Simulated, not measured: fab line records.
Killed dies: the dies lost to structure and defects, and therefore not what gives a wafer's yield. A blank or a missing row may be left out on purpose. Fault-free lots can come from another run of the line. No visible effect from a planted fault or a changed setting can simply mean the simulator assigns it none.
Which of the tools did it? | flow sky130 | 15 lots, 45 wafers sampled, at 5 steps of a route of 708

== WHAT EACH GAUGE READ, for each wafer ==
The record lacks any reading of a measuring or inspecting step that a usual standard deviation could be used to judge.

== TOOL THAT RAN EACH LOT (tool first, then ch and the chambers of the sampled wafers, then the start) ==
lot  | SKY_NWELL_RTA_28                 | SKY_POLY_GATE_ETCH_15              | SKY_LDD_HVN_STRIP_09                 | SKY_LDD_LDN_COAT_02               | SKY_LDD_LDN_STRIP_12
L373 | rtp-anneal-02 ch 0, day 5 07:20  | rie-diel-02 ch 0,2, day 16 08:53   | plasma-asher-01 ch 0,1, day 20 05:01 | litho-track-03 ch 0, day 22 02:34 | plasma-asher-04 ch 0,1, day 22 18:19
L374 | rtp-anneal-01 ch 0, day 5 13:41  | rie-diel-04 ch 0,2,3, day 16 16:44 | plasma-asher-03 ch 0, day 20 13:11   | litho-track-01 ch 0, day 22 10:57 | plasma-asher-03 ch 0,1, day 23 03:25
L375 | rtp-anneal-02 ch 0, day 5 17:58  | rie-diel-03 ch 0,2,3, day 17 01:07 | plasma-asher-03 ch 0,1, day 21 01:44 | litho-track-04 ch 0, day 22 23:53 | plasma-asher-04 ch 0,1, day 23 15:40
L376 | rtp-anneal-01 ch 0, day 6 00:26  | rie-diel-02 ch 0,1,3, day 17 07:40 | plasma-asher-02 ch 0,1, day 21 07:49 | litho-track-04 ch 0, day 23 04:58 | plasma-asher-04 ch 0,1, day 23 20:53
L377 | rtp-anneal-02 ch 0, day 6 07:58  | rie-diel-04 ch 0,1, day 18 04:17   | plasma-asher-02 ch 0,1, day 22 03:58 | litho-track-03 ch 0, day 24 01:13 | plasma-asher-04 ch 0,1, day 24 16:22
L378 | rtp-anneal-01 ch 0, day 6 10:50  | rie-diel-02 ch 0,1,3, day 18 08:53 | plasma-asher-03 ch 1, day 22 07:37   | litho-track-03 ch 0, day 24 05:03 | plasma-asher-04 ch 0, day 24 20:32
L382 | rtp-anneal-01 ch 0, day 7 13:43  | rie-diel-03 ch 1,2,3, day 19 19:41 | plasma-asher-03 ch 0,1, day 23 19:43 | litho-track-03 ch 0, day 25 16:48 | plasma-asher-03 ch 0,1, day 26 07:55
L384 | rtp-anneal-02 ch 0, day 8 00:44  | rie-diel-02 ch 2,3, day 20 10:41   | plasma-asher-01 ch 0,1, day 24 10:46 | litho-track-03 ch 0, day 26 06:40 | plasma-asher-01 ch 0,1, day 26 22:44
L385 | rtp-anneal-02 ch 0, day 8 09:58  | rie-diel-03 ch 2,3, day 21 00:05   | plasma-asher-03 ch 0,1, day 24 21:39 | litho-track-03 ch 0, day 26 17:37 | plasma-asher-04 ch 0,1, day 27 08:46
L391 | rtp-anneal-01 ch 0, day 10 05:36 | rie-diel-03 ch 2,3, day 23 09:32   | plasma-asher-02 ch 0,1, day 27 03:37 | litho-track-04 ch 0, day 28 21:37 | plasma-asher-01 ch 0,1, day 29 12:40
L390 | rtp-anneal-02 ch 0, day 10 05:59 | rie-diel-02 ch 1,2,3, day 23 12:05 | plasma-asher-02 ch 0, day 27 07:07   | litho-track-04 ch 0, day 29 02:34 | plasma-asher-01 ch 0,1, day 29 16:59
L392 | rtp-anneal-01 ch 0, day 10 14:26 | rie-diel-04 ch 1,3, day 23 21:11   | plasma-asher-01 ch 0,1, day 27 16:25 | litho-track-01 ch 0, day 29 11:06 | plasma-asher-01 ch 0,1, day 30 01:20
L394 | rtp-anneal-02 ch 0, day 10 19:29 | rie-diel-04 ch 0,1,2, day 24 07:47 | plasma-asher-03 ch 0,1, day 28 02:49 | litho-track-01 ch 0, day 29 20:12 | plasma-asher-04 ch 0,1, day 30 10:46
L395 | rtp-anneal-01 ch 0, day 10 21:14 | rie-diel-03 ch 0,1,2, day 24 12:41 | plasma-asher-01 ch 0,1, day 28 07:40 | litho-track-03 ch 0, day 30 01:19 | plasma-asher-01 ch 0,1, day 30 16:25
L396 | rtp-anneal-01 ch 0, day 11 03:41 | rie-diel-04 ch 0,1,3, day 24 15:35 | plasma-asher-02 ch 0,1, day 28 10:22 | litho-track-01 ch 0, day 30 04:23 | plasma-asher-01 ch 0,1, day 30 19:08
- SKY_NWELL_RTA_28: time 30 s.
- SKY_POLY_GATE_ETCH_15: etches BARC in N2/H2, stops on SiO2, time 118.5 s, target depth 110 nm.
- SKY_LDD_HVN_STRIP_09: strips in O2/N2.
- SKY_LDD_LDN_COAT_02: resist thk 1140 nm.
- SKY_LDD_LDN_STRIP_12: strips in O2/N2.

== AS READ BY THE TOOLS THEMSELVES (means over the sampled wafers that have a number; for cases with no such wafer, the mark the record gives instead) ==
SKY_NWELL_RTA_28. Usual: lamp-power-pct 25.30 %, standard deviation 0.051; ramp-down-c-per-s 90.000, standard deviation 0.016; ramp-up-c-per-s 150.00, standard deviation 0.029; wafer_temp_C_max 1054.9, standard deviation 1.
lot  | tool          | lamp-power-pct (%) | ramp-down-c-per-s | ramp-up-c-per-s | wafer_temp_C_max | flag
L373 | rtp-anneal-02 | 25.23              | 90.001            | 150.03          | 1055.5           |
L374 | rtp-anneal-01 | 25.32              | 90.015            | 150.02          | 1055.0           |
L375 | rtp-anneal-02 | 25.32              | 90.008            | 150.01          | 1054.9           |
L376 | rtp-anneal-01 | 25.35              | 89.997            | 149.99          | 1054.5           |
L377 | rtp-anneal-02 | 25.30              | 89.988            | 149.98          | 1054.7           |
L378 | rtp-anneal-01 | 25.25              | 90.000            | 149.98          | 1055.2           |
L382 | rtp-anneal-01 | 25.30              | 90.012            | 149.99          | 1054.6           |
L384 | rtp-anneal-02 | 25.32              | 90.017            | 150.02          | 1054.1           |
L385 | rtp-anneal-02 | 25.29              | 89.987            | 150.01          | 1054.7           |
L391 | rtp-anneal-01 | 25.35              | 90.004            | 150.00          | 1054.7           |
L390 | rtp-anneal-02 | 25.30              | 90.007            | 149.98          | 1054.3           |
L392 | rtp-anneal-01 | 25.32              | 90.009            | 150.01          | 1055.2           |
L394 | rtp-anneal-02 | 25.27              | 89.997            | 149.99          | 1054.4           |
L395 | rtp-anneal-01 | 25.31              | 89.992            | 149.98          | 1053.6           |
L396 | rtp-anneal-01 | 25.34              | 90.009            | 150.02          | 1054.7           |

SKY_POLY_GATE_ETCH_15. Usual: drypump-motor-current-A 5.5 A, standard deviation 0.36; oes-product-au 0.716 a.u., standard deviation 0.0047; rf-fwd-power-W 497.4 W, standard deviation 1.6; throttle-valve-pct 13.211 %, standard deviation 0.0097.
lot  | tool        | drypump-motor-current-A (A) | oes-product-au (a.u.) | rf-fwd-power-W (W) | throttle-valve-pct (%) | flag
L373 | rie-diel-02 | 5.5                         | 0.718                 | 499.9              | 13.211                 |
L374 | rie-diel-04 | 5.5                         | 0.712                 | 497.2              | 13.208                 |
L375 | rie-diel-03 | 5.6                         | 0.720                 | 498.1              | 13.212                 |
L376 | rie-diel-02 | 5.3                         | 0.711                 | 497.0              | 13.208                 |
L377 | rie-diel-04 | 6.1                         | 0.722                 | 497.3              | 13.220                 |
L378 | rie-diel-02 | 5.3                         | 0.711                 | 496.6              | 13.216                 |
L382 | rie-diel-03 | 5.5                         | 0.714                 | 497.5              | 13.207                 |
L384 | rie-diel-02 | 5.7                         | 0.716                 | 498.0              | 13.220                 |
L385 | rie-diel-03 | 5.6                         | 0.722                 | 498.9              | 13.206                 |
L391 | rie-diel-03 | 5.5                         | 0.719                 | 497.6              | 13.208                 |
L390 | rie-diel-02 | 5.5                         | 0.713                 | 497.2              | 13.214                 |
L392 | rie-diel-04 | 5.9                         | 0.717                 | 497.5              | 13.201                 |
L394 | rie-diel-04 | 5.7                         | 0.718                 | 496.0              | 13.208                 |
L395 | rie-diel-03 | 5.5                         | 0.714                 | 497.8              | 13.223                 |
L396 | rie-diel-04 | 5.8                         | 0.717                 | 497.0              | 13.208                 |

SKY_LDD_HVN_STRIP_09. Usual: drypump-motor-current-A 5.8 A, standard deviation 0.46; oes-product-au 0.408 a.u., standard deviation 0.0049; strip-time-to-endpoint-s 4.133 s, standard deviation 0.015.
lot  | tool            | drypump-motor-current-A (A) | oes-product-au (a.u.) | strip-time-to-endpoint-s (s) | flag
L373 | plasma-asher-01 | 5.3                         | 0.405                 | 4.131                        |
L374 | plasma-asher-03 | 6.5                         | 0.412                 | 4.139                        |
L375 | plasma-asher-03 | 6.3                         | 0.407                 | 4.135                        |
L376 | plasma-asher-02 | 5.6                         | 0.407                 | 4.136                        |
L377 | plasma-asher-02 | 5.8                         | 0.406                 | 4.132                        |
L378 | plasma-asher-03 | 5.8                         | 0.408                 | 4.136                        |
L382 | plasma-asher-03 | 6.0                         | 0.409                 | 4.139                        |
L384 | plasma-asher-01 | 5.5                         | 0.408                 | 4.147                        |
L385 | plasma-asher-03 | 6.0                         | 0.406                 | 4.128                        |
L391 | plasma-asher-02 | 5.8                         | 0.411                 | 4.127                        |
L390 | plasma-asher-02 | 5.3                         | 0.409                 | 4.150                        |
L392 | plasma-asher-01 | 5.3                         | 0.413                 | 4.148                        |
L394 | plasma-asher-03 | 6.3                         | 0.403                 | 4.110                        |
L395 | plasma-asher-01 | 5.5                         | 0.406                 | 4.118                        |
L396 | plasma-asher-02 | 5.6                         | 0.409                 | 4.134                        |

SKY_LDD_LDN_STRIP_12. Usual: drypump-motor-current-A 5.7 A, standard deviation 0.38; oes-product-au 0.715 a.u., standard deviation 0.0047; strip-time-to-endpoint-s 14.19 s, standard deviation 0.049.
lot  | tool            | drypump-motor-current-A (A) | oes-product-au (a.u.) | strip-time-to-endpoint-s (s) | flag
L373 | plasma-asher-04 | 5.8                         | 0.714                 | 14.17                        |
L374 | plasma-asher-03 | 6.3                         | 0.715                 | 14.22                        |
L375 | plasma-asher-04 | 5.8                         | 0.712                 | 14.24                        |
L376 | plasma-asher-04 | 5.8                         | 0.714                 | 14.19                        |
L377 | plasma-asher-04 | 5.8                         | 0.716                 | 14.16                        |
L378 | plasma-asher-04 | 5.7                         | 0.715                 | 14.20                        |
L382 | plasma-asher-03 | 6.3                         | 0.422                 | 4.57                         | OFF
L384 | plasma-asher-01 | 5.5                         | 0.425                 | 4.55                         | OFF
L385 | plasma-asher-04 | 5.8                         | 0.426                 | 4.58                         | OFF
L391 | plasma-asher-01 | 5.3                         | 0.712                 | 14.21                        |
L390 | plasma-asher-01 | 5.3                         | 0.712                 | 14.15                        |
L392 | plasma-asher-01 | 5.3                         | 0.721                 | 14.19                        |
L394 | plasma-asher-04 | 5.8                         | 0.718                 | 14.16                        |
L395 | plasma-asher-01 | 5.5                         | 0.711                 | 14.16                        |
L396 | plasma-asher-01 | 5.5                         | 0.713                 | 14.18                        |

== THE ANSWER, worked out from the rows above alone ==
Rule: a lot is off if the mean of its wafers that have a number lies more than 3 standard deviations from the usual mean. A lot without any number at a reading at which 4 lots or more have one is off too. Where the step has rows for the other lots, those lots are counted as sound. The gauges are gone through in route order, then the tools' own readings, and for those a lot's mean is taken as printed above. The first step at which some lot is off is used, and at that step the reading that is off furthest; a lot without a number counts as furthest.
Off: L382, L384, L385, at SKY_LDD_LDN_STRIP_12 (strip-time-to-endpoint-s).
A tool fits if, at that step or a process step before it, it ran every lot that is off, and no sound lot after the first of them. No candidate that was tried fits.

== WHAT HAD BEEN PUT IN BY THE SIMULATOR ==
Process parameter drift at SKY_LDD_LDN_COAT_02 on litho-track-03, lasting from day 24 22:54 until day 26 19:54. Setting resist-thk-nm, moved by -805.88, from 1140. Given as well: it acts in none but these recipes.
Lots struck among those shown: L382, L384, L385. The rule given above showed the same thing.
